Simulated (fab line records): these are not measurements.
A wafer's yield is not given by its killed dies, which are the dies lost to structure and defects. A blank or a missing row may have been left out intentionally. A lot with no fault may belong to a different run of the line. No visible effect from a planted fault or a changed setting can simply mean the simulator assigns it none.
2 desks looking at one fault | flow sky130 | what lay behind the numbers comes last; until then each desk has only its own

== METROLOGY DESK ==
What the gauges read for every lot (on any tool): the sampled wafers with a number, averaged. Any lot whose mean is over 4 standard deviations away from the usual mean is out of limits and marked OUT; that distance is given in the brackets.
Columns: A = LDD_P_OVL at SKY_LDD_P_OVL_MEAS_08, usual 0.0 nm; B = LDD_HVP_OVL at SKY_LDD_HVP_OVL_MEAS_07, usual 0.4 nm; C = LDD_LDN_OVL at SKY_LDD_LDN_OVL_MEAS_07, usual 0.1 nm; D = LDD_LDN_TW at SKY_LDD_LDN_TW_MEAS_13, usual 1483
lot  | first seen here | A    | B    | C    | D
L969 | day 18 18:32    | 0.3  | 0.2  | 0.3  | 1479
L970 | day 19 04:14    | -0.3 | 1.8  | 2.1  | 1479
L971 | day 19 19:14    | 0.2  | 0.1  | 0.2  | 1493
L972 | day 20 03:08    | -0.8 | 1.3  | 0.8  | 1488
L973 | day 20 09:56    | 0.4  | -1.0 | -1.7 | 1488
L974 | day 20 19:05    | 0.2  | 0.0  | -1.0 | 1488
L975 | day 21 11:56    | 2.0  | 0.9  | -0.2 | 1482
L977 | day 22 08:56    | -2.1 | 0.9  | 1.5  | 1475
L978 | day 22 14:35    | -1.6 | -0.8 | -2.3 | 1479
L979 | day 23 03:23    | 0.4  | -0.4 | 0.6  | 1445 (-5.2) OUT
L981 | day 23 20:05    | -0.1 | -0.6 | 1.2  | 1469
L986 | day 25 08:32    | 1.5  | 0.2  | 0.2  | 1479
L990 | day 27 11:20    | 0.1  | 2.3  | -0.8 | 1489
L991 | day 27 13:08    | 0.2  | 4.2  | 0.0  | 1487
Finding of this desk: L979 out of limits, first seen on L979 at day 26 22:36 (LDD_LDN_TW at SKY_LDD_LDN_TW_MEAS_13). Within limits: L969, L970, L971, L972, L973, L974, L975, L977, L978, L981, L986, L990, L991.

== DESK OF THE TOOL OWNER: litho-track-03 ==
The tool's own readings at SKY_LDD_LDN_DEVELOP_06 (develop time 60 s): means of the sampled wafers that have a number, for each lot that ran on this tool. Any lot whose mean is over 4 standard deviations away from the usual mean is out of limits and marked OUT; that distance is given in the brackets.
Columns: A = developer-temp-C at SKY_LDD_LDN_DEVELOP_06, usual 23.01 C
lot  | first seen here | A
L969 | day 22 16:22    | 23.10
L972 | day 24 00:55    | 22.95
L975 | day 25 08:02    | 22.94
L977 | day 26 04:32    | 22.91
L979 | day 26 21:43    | 23.02
L981 | day 27 13:43    | 23.04
L990 | day 31 00:01    | 22.99
This desk's verdict: no lot among the 7 shows anything out of limits.

== BROUGHT TOGETHER ==
On L979, the metrology desk was in a position to raise an alarm at day 26 22:36.
Nothing out of limits was seen by the tool owner's desk.
Tool owner's desk: L979 on record, inside its limits.
SKY_LDD_LDN_DEVELOP_06 was run on litho-track-03 by each of the lots named.

== WHAT THE SIMULATOR PUT IN ==
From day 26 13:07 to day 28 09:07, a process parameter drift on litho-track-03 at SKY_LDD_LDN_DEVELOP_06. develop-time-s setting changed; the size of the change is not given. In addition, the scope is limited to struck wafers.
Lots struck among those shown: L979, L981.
Hours from the fault's start to each desk's first reading out of limits: the metrology desk, 9.
